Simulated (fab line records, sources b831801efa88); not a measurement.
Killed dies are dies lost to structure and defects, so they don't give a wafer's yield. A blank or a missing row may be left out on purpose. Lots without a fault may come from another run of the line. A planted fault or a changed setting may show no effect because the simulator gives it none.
Chamber matching | flow sky130 | SKY_VIA3_CMP_24 on cmp-02: 4 sister chambers
The step polishes, stops on SiO2, t overpolish 20 s, target thk 0 nm. 7 wafers are shown with their chamber, then 7 later ones without.

WAFERS WITH THEIR CHAMBER
wafer  | chamber | motor_current_A (A) | time_to_endpoint_s (s)
L108.1 | 0       | 10.0                | 104
L111.1 | 2       | 10.7                | 98
L111.5 | 3       | 11.0                | 96
L117.1 | 1       | 11.7                | 97
L117.6 | 2       | 11.2                | 96
L122.1 | 1       | 11.9                | 93
L122.2 | 3       | 10.9                | 101

WAFERS WITHOUT THEIR CHAMBER
wafer  | motor_current_A (A) | time_to_endpoint_s (s)
L122.4 | 9.6                 | 94
L123.4 | 11.0                | 98
L123.5 | 11.6                | 94
L123.6 | 10.1                | 96
L125.1 | 11.6                | 99
L125.4 | 11.4                | 99
L125.5 | 10.4                | 104

WHICH CHAMBER EACH WENT THROUGH
wafer  | from the rows above          | in truth
L122.4 | 0                            | 0
L123.4 | can't be placed: 3 or 2      | 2
L123.5 | 1                            | 1
L123.6 | can't be placed: 0 or 2 or 3 | 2
L125.1 | can't be placed: 1 or 3 or 2 | 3
L125.4 | can't be placed: 3 or 2 or 1 | 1
L125.5 | can't be placed: 0 or 3 or 2 | 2
Placed correctly: 2 of 7. Can't be placed from these rows: 5 (the true chamber is among the candidates in 5). Placed wrongly: 0.
How it was worked out, from the rows above alone: a wafer's distance from a chamber is the root of the sum, over the readings, of the square of ((its reading less the chamber's mean) divided by the reading's scatter). The wafer belongs to the nearest chamber; if the next one is less than 2 further off, it can't be placed. A chamber's mean is the mean of its shown wafers. The scatter: the root of (the sum of the squares of (reading less its chamber's mean) over the shown wafers, divided by (wafers less chambers)).
